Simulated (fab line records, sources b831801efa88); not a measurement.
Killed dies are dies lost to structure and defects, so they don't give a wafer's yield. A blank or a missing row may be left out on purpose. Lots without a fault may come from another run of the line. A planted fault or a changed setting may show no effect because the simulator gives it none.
A struck lot beside a sound one | flow gf180mcu | 18 steps out of a route of 602
Sound: wafers L902.4, L902.5, L902.6. Struck: wafer L905.4. (L905.1, L905.5 of the same lot were not struck and are left out.) The cause comes at the end.
At each step with rows: each side's tool, then ch and its chambers, then its first start. Under that, the readings that differ: sound wafers | struck wafers | difference of the means | sigmas: that difference in standard deviations of wafers without a fault.
alike: readings whose means differ by less than 2 such deviations, and words and numbers that are the same on both sides. not compared: withheld readings, readings that some wafer has no value for, bounds like >300 that may hide the same value, and numbers for which the record gives no deviation and whose values overlap.
The two part at a step that has a row with sigmas, a row that says differs or no value, or rows on one side only. Numbers that don't overlap but have no deviation are shown without sigmas and don't part them. A reading that every wafer of one side lacks parts them only if that side has two wafers or more.

first, 3 steps without rows for these wafers: GF_V4_EXPOSE_11 (exposes mask Via4, target cd 260 nm); GF_V4_PEB_12 (peb time 90 s); GF_V4_DEVELOP_13 (develop time 60 s).
GF_V4_CD_MEAS_14: target cd 260 nm.
  sound on cd_sem-02, day 28 00:12; struck on cd_sem-02, day 28 20:34
  alike: cd_nm
GF_V4_OVL_MEAS_15:
  sound on overlay-01, day 28 00:17; struck on overlay-01, day 28 20:41
  alike: V4_OVL
GF_V4_ETCH_16: etches BARC in N2/H2.
  sound on rie_diel-02 ch 2,3, day 28 00:17; struck on rie_diel-03 ch 0, day 28 20:43
  alike: bias_w, drypump_motor_current_A, oes_product_au, throttle_valve_pct
GF_V4_ETCH_17: etches SiO2 in C4F8/O2/Ar, stops on TiN, target depth 630 nm.
  sound on rie_diel-02 ch 2,3; struck on rie_diel-03 ch 0
  alike: bias_w, oes_product_au
GF_V4_STRIP_18: strips in O2/N2.
  sound on plasma_asher-01 ch 0,1, day 28 00:28; struck on plasma_asher-03 ch 1, day 28 20:51
  reading            | sound       | struck | difference | sigmas
  heater_power_w (W) | 324 321 324 | 265    | -58        | -2
  alike: drypump_motor_current_A, oes_product_au, platen_temp_c
  not compared: rf_hours_counter_h
then, 2 steps without rows for these wafers: GF_V4_STRIP_19 (strips in post etch residue remover, time 1200 s); GF_V4_CLEAN_20 (cleans in DIW).
GF_V4_SPUTTER_21: material Ti, target thk 15 nm, time 80.02 s.
  sound on pvd_sputter-04, day 28 01:00; struck on pvd_sputter-02, day 28 21:47
  alike: chamber_pressure_pa, throttle_valve_pct
then, 1 step without rows for these wafers: GF_V4_SPUTTER_22 (material TiN, target thk 10 nm, time 40 s).
GF_V4_CVD_23: deposits W, target thk 350 nm, time 104.9 s.
  sound on cvd_w-02 ch 0,1, day 28 01:08; struck on cvd_w-02 ch 1, day 28 21:53
  reading                          | sound             | struck | difference | sigmas
  model.W_of_V4_CVD_23.thk_nm (nm) | 352.6 349.4 355.8 | 619.8  | +267.2     |
  alike: heater_power_w
  not compared: since_wet_clean_h
GF_V4_RS_MEAS_24: measures by four-point-probe.
  sound on film_metro-03, day 28 01:16; struck on film_metro-02, day 28 22:00
  reading          | sound             | struck | difference | sigmas
  V4_W_RS (ohm/sq) | 0.325 0.328 0.322 | 0.184  | -0.141     | -45
GF_V4_THK_MEAS_25: measures by xrf.
  sound on film_metro-03, day 28 01:22; struck on film_metro-02, day 28 22:07
  reading       | sound       | struck | difference | sigmas
  V4_W_THK (nm) | 349 344 350 | 566    | +218       | +49
GF_V4_CMP_26: polishes, stops on SiO2, t overpolish 15 s, target thk 0 nm.
  sound on cmp-02 ch 1,2,3, day 28 01:32; struck on cmp-02 ch 1, day 28 22:28
  reading                | sound    | struck | difference | sigmas
  time_to_endpoint_s (s) | 81 76 77 | 155    | +77        | +16
  alike: motor_current_A
GF_MIM_SPUTTER_00: material Ti, target thk 37.5 nm, time 150 s.
  sound on pvd_sputter-03, day 28 01:44; struck on pvd_sputter-02, day 28 22:46
  alike: chamber_pressure_pa, throttle_valve_pct
then, 1 step without rows for these wafers: GF_PASSIVATION_PROBE_99.

WHERE THEY PART
First at GF_V4_STRIP_18; last, within this record, at GF_V4_CMP_26. Later steps at which nothing parts them and some readings are alike: GF_MIM_SPUTTER_00.

WHY: what the simulator had put in
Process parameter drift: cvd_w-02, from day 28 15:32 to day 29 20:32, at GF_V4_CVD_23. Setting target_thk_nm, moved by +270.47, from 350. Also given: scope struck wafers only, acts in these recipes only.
